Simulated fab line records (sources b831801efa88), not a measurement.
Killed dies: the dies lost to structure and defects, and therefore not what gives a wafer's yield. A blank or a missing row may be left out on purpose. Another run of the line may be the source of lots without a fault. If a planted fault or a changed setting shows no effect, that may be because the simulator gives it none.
A struck lot beside a sound one    flow sky130    43 out of 708 route steps
Sound: the wafers L932.3, L932.5, L932.6. Struck: wafer L945.6. (L945.2, L945.5 of the same lot were not struck and are left out.) The cause comes at the end.
Per side, at each step with rows, come the tool, then ch with its chambers, and then its first start. Under that, the readings that differ: sound wafers    struck wafers    difference of the means    sigmas: that difference in standard deviations of wafers without a fault.
alike: readings with means less than 2 such deviations apart, plus words and numbers identical on both sides. not compared: withheld readings, readings lacking a value on some wafer, bounds such as >300 that could conceal the same value, and numbers that have no deviation in the record and whose values overlap.
A row with sigmas, a row that says differs or no value, or rows on one side alone: a step with any of these is where the two part. Numbers that don't overlap but have no deviation are shown without sigmas and don't part them. A reading missing from all wafers of one side parts the sides only when that side holds two or more wafers.

first, 1 step without rows for these wafers: SKY_VT_ADJUST_HVTR_IMPLANT_09.
SKY_VT_ADJUST_HVTR_STRIP_10: strips in O2/N2.
  sound on plasma asher-02 ch 0,1, day 12 07:43; struck on plasma asher-03 ch 0, day 16 17:50
reading                       sound              struck  difference  sigmas
strip time to endpoint s (s)  14.10 14.10 14.14  14.21   +0.10       +3
  alike: drypump motor current A, n2 flow sccm, oes product au
  not compared: rf hours counter h
SKY_VT_ADJUST_HVTR_TW_MEAS_11:
  sound on film metro-01 at day 12 07:48; struck on film metro-01 at day 16 17:56
  alike: VT_ADJUST_HVTR_TW
then, 7 steps without rows for these wafers: SKY_VT_ADJUST_PCH_DEHYDRATE_00 (time 60 s); SKY_VT_ADJUST_PCH_HMDS_01 (prime time 60 s); SKY_VT_ADJUST_PCH_COAT_02 (resist thk 3000 nm); SKY_VT_ADJUST_PCH_SOFTBAKE_03; SKY_VT_ADJUST_PCH_EXPOSE_04 (exposes mask NWM, target cd 840 nm); SKY_VT_ADJUST_PCH_PEB_05; SKY_VT_ADJUST_PCH_DEVELOP_06 (develop time 60 s).
SKY_VT_ADJUST_PCH_OVL_MEAS_07:
  sound on overlay-02 at day 13 08:40; struck on overlay-02 at day 17 22:59
  alike: VT_ADJUST_PCH_OVL
then, 1 step without rows for these wafers: SKY_VT_ADJUST_PCH_IMPLANT_08.
SKY_VT_ADJUST_PCH_STRIP_09: strips in O2/N2.
  sound on plasma asher-02 ch 0,1, day 13 08:53; struck on plasma asher-03 ch 1, day 17 23:10
reading              sound              struck  difference  sigmas
n2 flow sccm (sccm)  299.3 301.4 301.0  298.9   -1.7        -2
  alike: drypump motor current A, oes product au, strip time to endpoint s
  not compared: rf hours counter h
SKY_VT_ADJUST_PCH_TW_MEAS_10:
  sound on film metro-03 at day 13 08:58; struck on film metro-03 at day 17 23:16
  alike: VT_ADJUST_PCH_TW
then, 7 steps without rows for these wafers: SKY_SONOS_TUNNEL_DEHYDRATE_00 (time 60 s); SKY_SONOS_TUNNEL_HMDS_01 (prime time 60 s); SKY_SONOS_TUNNEL_COAT_02 (resist thk 1140 nm); SKY_SONOS_TUNNEL_SOFTBAKE_03 (time 60 s); SKY_SONOS_TUNNEL_EXPOSE_04 (exposes mask TUNM, target cd 410 nm); SKY_SONOS_TUNNEL_PEB_05; SKY_SONOS_TUNNEL_DEVELOP_06 (develop time 60 s).
SKY_SONOS_TUNNEL_CD_MEAS_07: the cd target is 410 nm.
  sound on cd sem-01 at day 14 10:01; struck on cd sem-01 at day 19 05:35
  alike: cd nm
SKY_SONOS_TUNNEL_OVL_MEAS_08:
  sound on overlay-02 at day 14 10:06; struck on overlay-01 at day 19 05:41
  alike: SONOS_TUNNEL_OVL
then, 3 steps without rows for these wafers: SKY_SONOS_TUNNEL_IMPLANT_09; SKY_SONOS_TUNNEL_WET_ETCH_10 (etches SiO2 in dHF, target depth 14 nm, time 280 s); SKY_SONOS_TUNNEL_STRIP_11 (strips in SPM, time 600 s).
SKY_SONOS_TUNNEL_TW_MEAS_12:
  sound on film metro-04 at day 14 10:44; struck on film metro-01 at day 19 06:09
  alike: SONOS_TUNNEL_TW
then, 2 steps without rows for these wafers: SKY_SONOS_TUNNEL_CLEAN_13 (cleans in dHF, time 20 s); SKY_SONOS_ONO_OXIDATION_00 (stabilise 600 s, purge 300 s, target thk 2.6 nm).
SKY_SONOS_ONO_THK_MEAS_01:
  sound on film metro-01 at day 14 12:59; struck on film metro-01 at day 19 09:59
  alike: SONOS_ONO_OXIDATION_THK
then, 1 step without rows for these wafers: SKY_SONOS_ONO_CVD_02 (deposits Si3N4 from DCS/NH3, target thk 10.5 nm, time 180 s).
SKY_SONOS_ONO_THK_MEAS_03:
  sound on film metro-03 at day 14 15:08; struck on film metro-03 at day 19 11:05
  alike: SONOS_ONO_CVD_02_THK
then, 1 step without rows for these wafers: SKY_SONOS_ONO_CVD_04 (deposits SiO2 from SiH4/N2O, target thk 5.7199 nm).
SKY_SONOS_ONO_THK_MEAS_05:
  sound on film metro-01 at day 14 16:26; struck on film metro-01 at day 19 14:01
  alike: SONOS_ONO_CVD_04_THK
then, 7 steps without rows for these wafers: SKY_SONOS_ONO_DEHYDRATE_06 (time 60 s); SKY_SONOS_ONO_HMDS_07 (prime time 60 s); SKY_SONOS_ONO_COAT_08 (resist thk 1140 nm); SKY_SONOS_ONO_SOFTBAKE_09 (time 60 s); SKY_SONOS_ONO_EXPOSE_10 (exposes mask ONOM, target cd 410 nm); SKY_SONOS_ONO_PEB_11; SKY_SONOS_ONO_DEVELOP_12 (develop time 60 s).
SKY_SONOS_ONO_CD_MEAS_13: the cd target is 410 nm.
  sound on cd sem-02 at day 15 19:27; struck on cd sem-01 at day 20 20:14
  alike: cd nm
-- a jump in the record: the struck wafers' starts before and after are 30 days apart (it breaks off in module SONOS_ONO and resumes in module PAD_OPEN, where the first step shown is number 708 of the route) --
SKY_PAD_OPEN_PROBE_99:
  the record has rows for the struck wafers here (prober-01, day 51 05:47) and none for the sound ones

== WHERE THEY PART ==
First at SKY_VT_ADJUST_HVTR_STRIP_10; last, within this record, at SKY_PAD_OPEN_PROBE_99.

WHY: the cause the simulator had injected
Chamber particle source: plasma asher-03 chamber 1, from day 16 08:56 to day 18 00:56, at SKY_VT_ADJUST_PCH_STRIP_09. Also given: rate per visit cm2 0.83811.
